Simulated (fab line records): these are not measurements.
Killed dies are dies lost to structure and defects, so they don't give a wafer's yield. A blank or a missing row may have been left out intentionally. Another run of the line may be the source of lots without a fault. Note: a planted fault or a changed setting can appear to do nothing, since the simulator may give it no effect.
fab line records	flow sky130
record lots=13	wafers=36	last_day=50
route steps=708 shown FIELD_ISO@1 PWDE@55 VT_ADJUST_LVTN@117 PAD_OPEN@708
lots untouched by any fault: they come from a run of this same line in which no faults occurred
start_h: the number of hours between the record's first day and the start of the first shown wafer of the lot	wait_h: how many hours have passed since the lot's step before this one	" repeats the value in the row above	L1.1+2: a row that stands for several wafers	- either no value or no given start	* or withheld: withheld	< > ~ a bound
route shown NAME@n: a module of which the file shows steps, and the number in the route of the first	usual: average and standard deviation across the fault-free wafers	same: alike in all rows	chamber/n: place in a boat	sites: each site's reading	_std_site: their standard deviation	_edge_site: inner sites' mean taken away from outer sites' mean	radius_mm: how far each site lies from the wafer's centre	mask NAME#n: copy n	behind: the tool/chamber that last shaped the wafer	hold: the reason the lot was held/the length of the hold in hours/how it ended	device: whichever transistor did not switch (one of n, p or np)	end of line: the same wafers' tests at the end of the route	where a step has no rows: the recipe by itself	killed: the dies lost at the first sort to structure and to defects; this is not the yield of the wafer	map: the dies of a wafer, with x for killed, . for not killed, _ for no die there
set.NAME: setting as actually run; set.NAME@STEP: the setting as run at that earlier step	model.NAME: the simulator's own value behind a step, which no gauge read
the route's steps for a sample of lots (tables are steps, rows are wafers)
services: from which hour (start_h, from the record's first day; less than 0 if before it) a tool's chamber was out of use, for how many hours, and why
## steps
# step SKY_FIELD_ISO_BOW_MEAS_00
# recipe mode=bow
# usual INCOMING_BOW=0/5.9
lot.wafer	tool	chamber	start_h	wait_h	INCOMING_BOW[um]
L447.4	film_metro-04	-	15.13	-	7
L447.5	"	-	"	"	7
L447.6	"	-	"	"	-2
L448.3	film_metro-04	-	20.04	-	-2
L448.4	"	-	"	"	-6
L448.6	"	-	"	"	-2
L449.1	film_metro-04	-	25.00	-	-6
L449.3	"	-	"	"	4
L449.6	"	-	"	"	-2
L452.1	film_metro-04	-	40.00	-	2
L452.3	"	-	"	"	-3
L452.4	"	-	"	"	-3
L455.1	film_metro-04	-	55.00	-	2
L455.4	"	-	"	"	-3
L455.6	"	-	"	"	-7
L456.3	film_metro-02	-	60.04	-	5
L456.4	"	-	"	"	11
L456.6	"	-	"	"	-4
L457.1	film_metro-04	-	65.00	-	3
L457.3	"	-	"	"	-13
L457.5	"	-	"	"	12
L458.1	film_metro-02	-	70.00	-	4
L458.2	"	-	"	"	12
L458.6	"	-	"	"	-2
L459.1	film_metro-02	-	75.00	-	-2
L459.2	"	-	"	"	8
L459.6	"	-	"	"	-3
L461.2	film_metro-02	-	85.02	-	-5
L461.3	"	-	"	"	-7
L461.6	"	-	"	"	7
L463.4	film_metro-02	-	95.06	-	4
L463.5	"	-	"	"	7
L464.4	film_metro-02	-	100.06	-	0
L464.5	"	-	"	"	7
L469.1	film_metro-02	-	125.00	-	0
L469.5	"	-	"	"	-10
# step SKY_FIELD_ISO_ETCH_15
# recipe chemistry=CHF3/O2	target_depth_nm=180	stop_on=Si	source_w=600	bias_w=200	pressure_mtorr=40	chf3_flow_sccm=50	O2_flow_sccm=5	time_s=72
# usual O2_flow_sccm=5.003/0.014	drypump_motor_current_A=6.0/0.36	oes_product_au=0.946/0.0064	rf_fwd_power_W=596.0/1.8	throttle_valve_pct=8.845/0.0089
lot.wafer	tool	chamber	start_h	wait_h	O2_flow_sccm	drypump_motor_current_A	oes_product_au	rf_fwd_power_W	rf_hours_counter_h	throttle_valve_pct
L447.4	rie_diel-03	2	33.53	0.0	5.015	5.3	0.934	594.9	60	8.856
L447.5	"	3	"	"	4.986	6.2	0.942	595.2	-	8.850
L447.6	"	2	"	"	5.009	5.4	0.935	595.9	-	8.831
L448.3	rie_diel-01	3	38.48	0.0	5.016	5.5	0.940	594.1	1	8.856
L448.4	"	3	"	"	5.025	5.5	0.937	594.5	-	8.836
L448.6	"	2	"	"	5.017	5.9	0.940	596.7	-	8.864
L449.1	rie_diel-04	3	43.79	0.0	5.007	6.3	0.939	595.7	114	8.844
L449.3	"	0	"	"	5.024	5.7	0.946	596.3	119	8.837
L449.6	"	2	"	"	4.993	6.6	0.944	600.1	-	8.863
L452.1	rie_diel-01	1	61.88	0.0	4.995	6.2	0.945	594.9	2	8.859
L452.3	"	0	"	"	4.991	6.2	0.929	595.1	143	8.852
L452.4	"	3	"	"	4.992	5.5	0.940	595.6	2	8.849
L455.1	rie_diel-04	3	75.78	0.0	5.012	6.3	0.942	597.7	115	8.849
L455.4	"	2	"	"	4.995	6.6	0.949	599.3	66	8.852
L455.6	"	0	"	"	5.001	5.7	0.947	600.6	-	8.837
L456.3	rie_diel-04	2	80.68	0.0	5.032	6.6	0.944	595.5	67	8.844
L456.4	"	0	"	"	4.975	5.7	0.952	599.2	119	8.852
L456.6	"	3	"	"	4.990	6.3	0.942	597.8	-	8.839
L457.1	rie_diel-01	3	88.63	0.0	4.977	5.5	0.944	596.9	2	8.848
L457.3	"	1	"	"	4.999	6.2	0.950	594.3	2	8.845
L457.5	"	1	"	"	4.991	6.2	0.941	594.2	-	8.842
L458.1	rie_diel-03	3	92.63	0.0	4.967	6.2	0.942	592.4	140	8.851
L458.2	"	1	"	"	4.987	5.5	0.948	594.8	16	8.837
L458.6	"	3	"	"	4.980	6.2	0.946	592.4	-	8.838
L459.1	rie_diel-01	2	97.29	0.0	5.017	5.9	0.949	595.6	6	8.856
L459.2	"	3	"	"	4.994	5.5	0.948	594.6	2	8.846
L459.6	"	0	"	"	5.007	6.2	0.949	595.1	-	8.841
L461.2	rie_diel-03	3	106.93	0.0	4.995	6.2	0.955	594.9	140	8.848
L461.3	"	2	"	"	4.999	5.3	0.956	599.7	62	8.846
L461.6	"	0	"	"	5.008	6.0	0.952	595.6	-	8.841
L463.4	rie_diel-03	2	118.53	0.0	4.993	5.3	0.718	597.9	62	8.773
L463.5	"	0	"	"	4.997	6.0	0.730	594.3	-	8.770
L464.4	rie_diel-03	3	122.68	0.0	5.004	6.2	0.731	596.2	140	8.783
L464.5	"	2	"	"	4.987	5.3	0.718	596.0	-	8.779
L469.1	rie_diel-03	0	149.08	0.0	5.016	6.0	0.954	597.1	9	8.831
L469.5	"	0	"	"	5.004	6.1	0.727	593.9	-	8.768
# step SKY_FIELD_ISO_STRIP_16
# recipe chemistry=O2/N2	power_w=1400	pressure_mtorr=1500	platen_temp_c=withheld	o2_flow_sccm=3000	n2_flow_sccm=300	overash_fraction=0.5
# usual drypump_motor_current_A=5.6/0.45	oes_product_au=0.379/0.0048	strip_time_to_endpoint_s=3.58/0.048
lot.wafer	tool	chamber	start_h	wait_h	drypump_motor_current_A	oes_product_au	rf_hours_counter_h	strip_time_to_endpoint_s
L447.4	plasma_asher-04	1	33.62	0.1	5.3	0.375	-	3.64
L447.5	"	1	"	"	5.3	0.380	-	3.58
L447.6	"	0	"	"	5.3	0.381	-	3.64
L448.3	plasma_asher-02	1	38.57	0.1	5.4	0.384	-	3.66
L448.4	"	0	"	"	5.5	0.384	-	3.67
L448.6	"	0	"	"	5.5	0.374	-	3.62
L449.1	plasma_asher-03	0	43.85	0.0	6.5	0.374	22	3.54
L449.3	"	0	"	"	6.5	0.378	-	3.53
L449.6	"	0	"	"	6.4	0.377	-	3.59
L452.1	plasma_asher-04	1	61.94	0.0	5.3	0.379	38	3.55
L452.3	"	0	"	"	5.3	0.376	-	3.51
L452.4	"	1	"	"	5.3	0.381	-	3.63
L455.1	plasma_asher-02	0	75.84	0.0	5.5	0.379	40	3.57
L455.4	"	0	"	"	5.5	0.387	-	3.60
L455.6	"	1	"	"	5.4	0.378	-	3.53
L456.3	plasma_asher-03	1	80.77	0.1	5.4	0.376	-	3.58
L456.4	"	0	"	"	6.4	0.383	-	3.54
L456.6	"	1	"	"	5.4	0.382	-	3.57
L457.1	plasma_asher-03	0	88.69	0.0	6.5	0.384	26	3.63
L457.3	"	0	"	"	6.5	0.379	-	3.58
L457.5	"	1	"	"	5.3	0.376	-	3.54
L458.1	plasma_asher-03	1	92.69	0.0	5.4	0.381	26	3.58
L458.2	"	0	"	"	6.5	0.378	26	3.50
L458.6	"	1	"	"	5.4	0.381	-	3.57
L459.1	plasma_asher-04	1	97.35	0.0	5.3	0.381	41	3.59
L459.2	"	0	"	"	5.3	0.383	41	3.64
L459.6	"	1	"	"	5.3	0.377	-	3.54
L461.2	plasma_asher-03	1	106.99	0.0	5.3	0.374	28	3.57
L461.3	"	0	"	"	6.4	0.380	-	3.65
L461.6	"	0	"	"	6.5	0.378	-	3.58
L463.4	plasma_asher-03	1	118.62	0.1	5.3	0.418	-	4.35
L463.5	"	1	"	"	5.3	0.409	-	4.31
L464.4	plasma_asher-02	0	122.77	0.1	5.5	0.406	-	4.25
L464.5	"	1	"	"	5.5	0.412	-	4.31
L469.1	plasma_asher-04	1	149.14	0.0	5.3	0.373	46	3.58
L469.5	"	1	"	"	5.3	0.419	-	4.27
# step SKY_PWDE_TW_MEAS_10
# usual PWDE_TW=373.8/2.6
lot.wafer	tool	chamber	start_h	wait_h	PWDE_TW
L447.4	film_metro-02	-	73.54	0.1	372.1
L447.5	"	-	"	"	370.9
L447.6	"	-	"	"	370.0
L448.3	film_metro-03	-	79.71	0.1	373.7
L448.4	"	-	"	"	376.0
L448.6	"	-	"	"	373.6
L449.1	film_metro-03	-	83.76	0.1	375.3
L449.3	"	-	"	"	375.1
L449.6	"	-	"	"	375.4
L452.1	film_metro-02	-	102.56	0.1	370.4
L452.3	"	-	"	"	371.2
L452.4	"	-	"	"	372.1
L455.1	film_metro-02	-	119.01	0.1	369.1
L455.4	"	-	"	"	373.1
L455.6	"	-	"	"	369.9
L456.3	film_metro-02	-	123.17	0.1	371.2
L456.4	"	-	"	"	371.4
L456.6	"	-	"	"	372.5
L457.1	film_metro-03	-	132.35	0.1	377.2
L457.3	"	-	"	"	374.7
L457.5	"	-	"	"	376.7
L458.1	film_metro-01	-	135.55	0.1	373.0
L458.2	"	-	"	"	372.6
L458.6	"	-	"	"	371.7
L459.1	film_metro-03	-	140.45	0.1	376.8
L459.2	"	-	"	"	378.5
L459.6	"	-	"	"	375.9
L461.2	film_metro-02	-	150.46	0.1	372.0
L461.3	"	-	"	"	372.6
L461.6	"	-	"	"	374.1
L469.1	film_metro-02	-	197.70	0.1	370.1
# step SKY_VT_ADJUST_LVTN_STRIP_20
# recipe chemistry=O2/N2	power_w=1400	pressure_mtorr=1500	platen_temp_c=withheld	o2_flow_sccm=3000	n2_flow_sccm=300	overash_fraction=0.5
# usual drypump_motor_current_A=5.7/0.5	oes_product_au=0.716/0.0042	strip_time_to_endpoint_s=14.18/0.042
lot.wafer	tool	chamber	start_h	wait_h	drypump_motor_current_A	oes_product_au	rf_hours_counter_h	strip_time_to_endpoint_s
L447.4	plasma_asher-02	0	166.30	0.1	5.5	0.719	-	14.20
L447.5	"	0	"	"	5.5	0.715	-	14.16
L447.6	"	1	"	"	5.4	0.717	-	14.19
L448.3	plasma_asher-03	1	174.70	0.1	5.3	0.718	-	14.21
L448.4	"	0	"	"	6.5	0.707	-	14.14
L448.6	"	0	"	"	6.4	0.714	-	14.17
L449.1	plasma_asher-02	0	178.05	0.1	5.5	0.720	50	14.16
L449.3	"	1	"	"	5.4	0.717	-	14.20
L449.6	"	1	"	"	5.4	0.717	-	14.21
L452.1	plasma_asher-02	0	200.92	0.1	5.5	0.721	53	14.12
L452.3	"	0	"	"	5.5	0.722	-	14.06
L452.4	"	1	"	"	5.4	0.711	-	14.08
L455.1	plasma_asher-01	1	222.10	0.1	5.4	0.720	10	14.25
L455.4	"	0	"	"	6.6	0.720	-	14.26
L455.6	"	0	"	"	6.6	0.710	-	14.28
L456.3	plasma_asher-01	1	226.58	0.1	5.4	0.716	-	14.20
L456.4	"	0	"	"	6.6	0.718	-	14.20
L456.6	"	0	"	"	6.6	0.717	-	14.19
L457.1	plasma_asher-02	1	236.47	0.1	5.4	0.713	56	14.25
L457.3	"	0	"	"	5.5	0.715	-	14.20
L457.5	"	0	"	"	5.5	0.719	-	14.27
L458.1	plasma_asher-02	1	240.92	0.1	5.4	0.715	56	14.26
L458.2	"	0	"	"	5.5	0.716	56	14.23
L458.6	"	0	"	"	5.5	0.716	-	14.25
L459.1	plasma_asher-02	0	247.45	0.1	5.5	0.713	57	14.15
L459.2	"	1	"	"	5.4	0.708	57	14.14
L459.6	"	0	"	"	5.5	0.715	-	14.15
L461.2	plasma_asher-03	0	260.37	0.1	6.5	0.715	43	14.23
L461.3	"	1	"	"	5.3	0.713	-	14.20
L461.6	"	1	"	"	5.3	0.717	-	14.24
L469.1	plasma_asher-01	1	316.67	0.1	5.4	0.714	20	14.21
# step SKY_PAD_OPEN_PROBE_99
# usual killed_at_M0_to_M3=42/6.1	killed_at_M4_up=3.4/2	killed_at_contacts=23/4.8	killed_at_front_end=15/3.8	killed_at_other=0.3/0.48	killed_dies=84/8.5	killed_on_rim=16/3.9	killed_open=46/6.8	killed_short=38/6.2
# same gross_dies=492	killed_at_back_side=0
lot.wafer	tool	chamber	start_h	wait_h	killed_at_M0_to_M3	killed_at_M4_up	killed_at_contacts	killed_at_front_end	killed_at_other	killed_dies	killed_on_rim	killed_open	killed_short
L448.3	prober-01	-	1088.24	0.2	34	5	36	20	0	95	22	51	44
L448.4	prober-01	-	1088.29	0.2	44	2	20	9	0	75	16	42	33
L448.6	prober-01	-	1088.39	0.2	47	2	20	17	0	86	17	48	38
L458.1	prober-01	-	1146.73	0.1	43	4	29	12	1	89	13	53	36
L458.2	prober-01	-	1146.78	0.1	34	4	28	15	1	82	16	45	37
L458.6	prober-01	-	1146.98	0.2	41	2	22	15	0	80	21	41	39
L461.2	prober-02	-	1162.67	0.1	34	0	21	12	1	68	18	30	38
L461.3	prober-02	-	1162.72	0.2	35	2	17	27	2	83	16	45	37
L461.6	prober-02	-	1162.87	0.2	40	3	31	18	1	93	20	58	34
L463.4	prober-02	-	1172.97	0.2	47	4	20	421	0	492	96	44	40
L463.5	prober-02	-	1173.02	0.2	39	1	17	435	0	492	96	40	30
L464.4	prober-02	-	1181.41	0.2	44	2	20	426	0	492	96	33	39
L464.5	prober-02	-	1181.46	0.2	49	1	18	424	0	492	96	55	27
# killed by level:class
L448.3 CONTACT:geometric_particle:open=13 FIELD_ISO:geometric_particle:short=9 VIA1:geometric_particle:open=7 VIA2:geometric_particle:open=7 CONTACT:geometric_particle:short=6 LI_CONTACT:geometric_particle:short=6 FIELD_ISO:geometric_particle:open=5 LI_CONTACT:geometric_particle:open=5
L448.4 CONTACT:geometric_particle:open=10 VIA1:geometric_particle:open=10 VIA2:geometric_particle:open=6 VIA3:geometric_particle:open=6 METAL1:geometric_particle:short=5 VIA1:geometric_particle:short=5 METAL3:geometric_particle:short=5 POLY_GATE:geometric_particle:open=4
L448.6 CONTACT:geometric_particle:open=10 VIA3:geometric_particle:open=10 METAL2:geometric_particle:short=7 POLY_GATE:geometric_particle:short=6 LI_CONTACT:geometric_particle:open=6 METAL1:geometric_particle:short=6 VIA1:geometric_particle:open=6 VIA2:geometric_particle:open=5
L458.1 VIA3:geometric_particle:open=10 VIA1:geometric_particle:open=9 LI_CONTACT:geometric_particle:open=7 CONTACT:geometric_particle:open=7 POLY_GATE:geometric_particle:open=5 LOCAL_INTERCONNECT:geometric_particle:short=5 CONTACT:geometric_particle:short=5 POLY_GATE:geometric_particle:short=4
L458.2 CONTACT:geometric_particle:open=13 VIA1:geometric_particle:open=7 VIA2:geometric_particle:short=6 LI_CONTACT:geometric_particle:open=5 LOCAL_INTERCONNECT:geometric_particle:short=5 METAL1:geometric_particle:short=5 VIA2:geometric_particle:open=5 CONTACT:geometric_particle:short=4
L458.6 CONTACT:geometric_particle:open=10 VIA1:geometric_particle:open=8 METAL1:geometric_particle:short=7 VIA1:geometric_particle:short=7 FIELD_ISO:geometric_particle:open=4 LI_CONTACT:geometric_particle:open=4 VIA2:geometric_particle:open=4 METAL3:geometric_particle:short=4
L461.2 CONTACT:geometric_particle:open=6 VIA3:geometric_particle:open=6 CONTACT:geometric_particle:short=5 VIA2:geometric_particle:open=5 FIELD_ISO:geometric_particle:short=4 POLY_GATE:geometric_particle:open=4 LI_CONTACT:geometric_particle:short=4 METAL2:geometric_particle:short=4
L461.3 VIA1:geometric_particle:open=10 FIELD_ISO:geometric_particle:short=8 CONTACT:geometric_particle:open=7 FIELD_ISO:geometric_particle:open=5 POLY_GATE:geometric_particle:open=5 METAL2:geometric_particle:short=5 POLY_GATE:geometric_particle:short=4 LI_CONTACT:geometric_particle:open=4
L461.6 CONTACT:geometric_particle:open=15 VIA3:geometric_particle:open=9 VIA1:geometric_particle:open=6 VIA2:geometric_particle:open=6 FIELD_ISO:geometric_particle:open=5 LOCAL_INTERCONNECT:geometric_particle:short=5 METAL1:geometric_particle:short=5 LI_CONTACT:geometric_particle:open=4
L463.4 FIELD_ISO:area_etch=408 VIA1:geometric_particle:open=14 CONTACT:geometric_particle:open=7 VIA3:geometric_particle:open=7 VIA3:geometric_particle:short=6 FIELD_ISO:geometric_particle:short=5 METAL1:geometric_particle:short=5 LI_CONTACT:geometric_particle:short=4
L463.5 FIELD_ISO:area_etch=422 VIA1:geometric_particle:open=12 CONTACT:geometric_particle:open=6 LOCAL_INTERCONNECT:geometric_particle:short=5 METAL2:geometric_particle:short=5 VIA2:geometric_particle:open=5 VIA3:geometric_particle:open=5 VIA1:geometric_particle:short=4
L464.4 FIELD_ISO:area_etch=419 VIA1:geometric_particle:open=11 METAL1:geometric_particle:short=7 LOCAL_INTERCONNECT:geometric_particle:short=6 CONTACT:geometric_particle:short=6 CONTACT:geometric_particle:open=5 VIA1:geometric_particle:short=5 VIA2:geometric_particle:short=4
L464.5 FIELD_ISO:area_etch=410 VIA1:geometric_particle:open=13 VIA2:geometric_particle:open=11 CONTACT:geometric_particle:open=9 VIA3:geometric_particle:open=8 FIELD_ISO:geometric_particle:open=6 LI_CONTACT:geometric_particle:open=5 METAL1:geometric_particle:short=5
## services
tool	chamber	start_h	hours	kind
rie_diel-01	2	27.64	8.9	repair
rie_diel-04	1	28.37	4.6	repair
rie_diel-01	1	31.95	23.4	repair
rie_diel-04	1	38.29	17.1	repair
rie_diel-01	1	63.16	16.1	repair
plasma_asher-01	-	108.83	9.0	pm
plasma_asher-02	-	125.23	0.4	repair
rie_diel-04	-	133.10	0.9	repair
rie_diel-01	2	133.73	15.0	repair
rie_diel-04	0	140.48	67.8	repair
rie_diel-04	3	143.32	3.2	repair
rie_diel-01	0	155.80	15.1	repair
rie_diel-04	1	178.57	7.0	repair
plasma_asher-03	-	181.63	1.3	repair
plasma_asher-01	-	184.97	2.3	repair
rie_diel-01	3	189.63	2.9	repair
rie_diel-04	1	190.13	25.3	repair
rie_diel-03	0	202.71	10.1	repair
rie_diel-04	0	225.91	6.8	repair
rie_diel-01	-	227.10	2.3	repair
rie_diel-01	3	230.48	4.0	repair
rie_diel-04	3	245.45	1.7	repair
rie_diel-04	-	246.08	2.8	pm
rie_diel-03	2	277.36	1.5	repair
## key
first_sign step=SKY_FIELD_ISO_ETCH_15	reading=oes_product_au	direction=down	sigmas=34	usual=0.946	struck=0.725
effect step=SKY_FIELD_ISO_ETCH_15	reading=throttle_valve_pct	direction=down	sigmas=7.9	usual=8.845	struck=8.775
effect step=SKY_FIELD_ISO_STRIP_16	reading=strip_time_to_endpoint_s	direction=up	sigmas=15	usual=*	struck=*
effect step=SKY_PAD_OPEN_PROBE_99	reading=killed_at_front_end	direction=up	sigmas=99+	usual=15	struck=426
more_kills_born_at SKY_FIELD_ISO_ETCH_15@rie_diel-03=1659
met_at SKY_FIELD_ISO_ETCH_15
struck_lots L463,L464,L469
struck_wafers L463.4,L463.5,L464.4,L464.5,L469.5
later_rows_left_out L463.4,L463.5,L464.4,L464.5,L469.5
sort_left_out L469.5
tester_left_out L463,L464,L469
not_acting_at SKY_FIELD_ISO_BOW_MEAS_00,SKY_PWDE_TW_MEAS_10,SKY_VT_ADJUST_LVTN_STRIP_20
onset_between 106.93 118.53
fault kind=process_parameter_drift	tool=rie_diel-03	chamber=-	onset_h=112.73	steps=SKY_FIELD_ISO_ETCH_15	channel=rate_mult	offset=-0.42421	shape=step	end_h=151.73	scope=struck_wafers_only
# tester_left_out: of these lots the tester's yield and bins aren't shown, on N5 and GAA mostly nor the transistor test; their killed dies are dies lost to structure and defects alone, not to doping, threshold or leakage, so they don't give the yield
# sort_left_out: the simulated sort isn't trusted on such a fault, so these wafers' sort isn't shown, and their yield isn't known
# later_rows_left_out: the simulator's readings of these wafers behind a module that went badly wrong aren't trusted and aren't shown, but for the sort
